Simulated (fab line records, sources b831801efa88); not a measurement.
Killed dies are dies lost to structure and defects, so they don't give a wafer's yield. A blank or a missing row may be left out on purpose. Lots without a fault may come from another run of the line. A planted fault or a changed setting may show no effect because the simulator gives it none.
Which tool did it? | flow sky130 | 13 lots, 39 wafers sampled, at 4 steps of a route of 708

WHAT THE GAUGES READ, wafer by wafer
SKY_POLY_CUT_CD_MEAS_08: target cd 270 nm.
lot  | measured     | on        | cd_nm (nm)
L808 | day 24 06:58 | cd_sem-01 | 272.1 271.7 271.4
L809 | day 24 17:04 | cd_sem-02 | 269.1 268.8 268.5
L810 | day 25 08:34 | cd_sem-01 | 269.1 271.1 270.4
L812 | day 26 01:43 | cd_sem-02 | 269.0 268.7 269.5
L816 | day 27 13:38 | cd_sem-01 | 272.0 270.3 271.4
L817 | day 27 20:21 | cd_sem-02 | 269.3 269.5 269.8
L819 | day 28 09:04 | cd_sem-02 | 270.7 269.7 269.6
L825 | day 30 23:25 | cd_sem-01 | 272.4 274.0 273.1
L826 | day 31 04:40 | cd_sem-01 | 270.0 269.7 269.5
L827 | day 31 06:48 | cd_sem-02 | 271.2 273.6 272.1
L828 | day 31 14:41 | cd_sem-02 | 272.6 272.0 272.7
L830 | day 31 23:05 | cd_sem-02 | 270.0 270.0 271.3
L829 | day 32 02:12 | cd_sem-01 | 266.8 267.9 266.7

SKY_SD_N_OVL_MEAS_08.
lot  | measured     | on         | SD_N_OVL (nm)
L808 | day 27 23:39 | overlay-02 | 0.4 -1.0 -0.6
L809 | day 28 09:57 | overlay-02 | -1.2 -1.0 -0.6
L810 | day 29 00:09 | overlay-01 | -0.8 -2.3 0.9
L812 | day 29 16:36 | overlay-01 | 0.3 -1.6 -1.7
L816 | day 31 01:53 | overlay-01 | -1.9 -4.0 -2.9
L817 | day 31 09:41 | overlay-01 | -0.6 -1.3 -1.0
L819 | day 31 21:48 | overlay-01 | 0.7 -0.2 0.5
L825 | day 34 07:39 | overlay-02 | 0.1 1.3 -0.2
L826 | day 34 12:42 | overlay-02 | -1.7 -3.0 -1.6
L827 | day 34 16:25 | overlay-01 | 0.4 0.0 -1.1
L828 | day 34 22:58 | overlay-01 | 0.0 1.1 -0.6
L830 | day 35 07:25 | overlay-02 | -1.7 -1.3 -1.1
L829 | day 35 09:53 | overlay-01 | 0.2 -0.5 0.9

WHICH TOOL RAN EACH LOT (tool, then ch and the chambers of the sampled wafers, then the start)
lot  | SKY_POLY_GATE_ETCH_16              | SKY_POLY_CUT_SOFTBAKE_04
L808 | rie_diel-02 ch 0,3, day 16 09:58   | litho_track-02 ch 0, day 23 15:00
L809 | rie_diel-01 ch 0,1, day 16 20:23   | litho_track-03 ch 0, day 24 02:00
L810 | rie_diel-03 ch 1,2,3, day 17 11:05 | litho_track-04 ch 0, day 24 17:00
L812 | rie_diel-01 ch 1,2, day 18 02:37   | litho_track-02 ch 0, day 25 10:00
L816 | rie_diel-03 ch 0,2, day 19 21:34   | litho_track-02 ch 0, day 26 23:00
L817 | rie_diel-02 ch 0,2,3, day 20 02:34 | litho_track-02 ch 0, day 27 05:00
L819 | rie_diel-01 ch 1,2, day 20 17:05   | litho_track-04 ch 0, day 27 18:00
L825 | rie_diel-03 ch 0,1, day 23 11:34   | litho_track-02 ch 0, day 30 09:00
L826 | rie_diel-02 ch 0,1,3, day 23 19:01 | litho_track-04 ch 0, day 30 15:00
L827 | rie_diel-03 ch 0,2, day 23 20:16   | litho_track-02 ch 0, day 30 17:00
L828 | rie_diel-03 ch 0,2, day 24 05:35   | litho_track-02 ch 0, day 31 00:00
L830 | rie_diel-01 ch 0,2, day 24 10:49   | litho_track-04 ch 0, day 31 09:00
L829 | rie_diel-03 ch 0,1, day 24 17:59   | litho_track-04 ch 0, day 31 12:00
- SKY_POLY_GATE_ETCH_16: etches Si3N4 in CH3F/O2, stops on poly-Si, time 147.5 s, target depth 75 nm.
- SKY_POLY_CUT_SOFTBAKE_04: time 90 s.

WHAT THE TOOLS THEMSELVES READ (means of the sampled wafers that have a number; where no wafer has one, the mark that the record gives instead)
SKY_POLY_GATE_ETCH_16.
lot  | tool        | drypump_motor_current_A (A) | oes_product_au (a.u.) | throttle_valve_pct (%)
L808 | rie_diel-02 | 5.2                         | 0.640                 | 10.537
L809 | rie_diel-01 | 5.7                         | 0.636                 | 10.535
L810 | rie_diel-03 | 5.7                         | 0.649                 | 10.532
L812 | rie_diel-01 | 5.5                         | 0.638                 | 10.537
L816 | rie_diel-03 | 5.8                         | 0.635                 | 10.538
L817 | rie_diel-02 | 5.4                         | 0.638                 | 10.542
L819 | rie_diel-01 | 5.6                         | 0.644                 | 10.540
L825 | rie_diel-03 | 6.0                         | 0.639                 | 10.550
L826 | rie_diel-02 | 5.5                         | 0.634                 | 10.541
L827 | rie_diel-03 | 5.7                         | 0.645                 | 10.537
L828 | rie_diel-03 | 6.0                         | 0.643                 | 10.532
L830 | rie_diel-01 | 5.5                         | 0.639                 | 10.535
L829 | rie_diel-03 | 6.0                         | 0.646                 | 10.540

SKY_POLY_CUT_SOFTBAKE_04.
lot  | tool           | exhaust_pa (Pa) | heater_power_total_W (W) | plate_temp_C (C)
L808 | litho_track-02 | 45.1            | 57.39                    | 100.07
L809 | litho_track-03 | 45.4            | 57.44                    | 99.99
L810 | litho_track-04 | 45.8            | 57.43                    | 100.09
L812 | litho_track-02 | 45.7            | 57.30                    | 100.24
L816 | litho_track-02 | 45.4            | 57.30                    | 99.85
L817 | litho_track-02 | 45.8            | 57.32                    | 99.86
L819 | litho_track-04 | 45.0            | 57.23                    | 100.08
L825 | litho_track-02 | 44.8            | 60.90                    | 104.43
L826 | litho_track-04 | 45.9            | 57.44                    | 99.97
L827 | litho_track-02 | 45.7            | 60.97                    | 104.34
L828 | litho_track-02 | 43.9            | 60.87                    | 104.72
L830 | litho_track-04 | 44.5            | 57.36                    | 99.85
L829 | litho_track-04 | 45.5            | 57.35                    | 99.87

THE ANSWER, worked out from the rows above alone
Rule: what is usual is taken from the lots themselves. Put in order of their means at a reading, lots are off if they are a third of the lots or fewer, leave a main group of 4 or more, and stand apart from it by a gap of 3 or more times the standard deviation of the main group's means; of several such gaps the widest counts. A main group whose means are all the same, to the digits that the tables above print for the reading, isn't used. A lot without any number at a reading at which 4 lots or more have one is off too. The other lots that the step has rows for count as sound. The gauges are gone through in route order, then the tools' own readings, and for those a lot's mean is taken as printed above. The first step at which some lot is off is used, and at that step the reading that is off furthest; a lot without a number counts as furthest.
Off: L825, L827, L828, at SKY_POLY_CUT_SOFTBAKE_04 (heater_power_total_W). The main group: mean 57.36 W, standard deviation 0.067.
A tool fits if, at that step or a process step before it, it ran every lot that is off, and no sound lot after the first of them. One fits: litho_track-02 at SKY_POLY_CUT_SOFTBAKE_04. Its last sound lot is L817 (day 27 05:00), its first lot that is off L825 (day 30 09:00): a fault that began between those two fits.
The tool's own readings at SKY_POLY_CUT_SOFTBAKE_04 bear it out: on the lots that are off they differ by more than 5 times the standard deviation of the sound lots' means. heater_power_total_W reads 60.91 W there against 57.36 W on the sound lots; plate_temp_C reads 104.50 C there against 99.99 C on the sound lots.

WHAT THE SIMULATOR HAD PUT IN
Process parameter drift: litho_track-02, from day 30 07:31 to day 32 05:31, at SKY_POLY_CUT_SOFTBAKE_04. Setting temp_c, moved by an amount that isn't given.
Lots struck among those shown: L825, L827, L828. The rule above found the same.
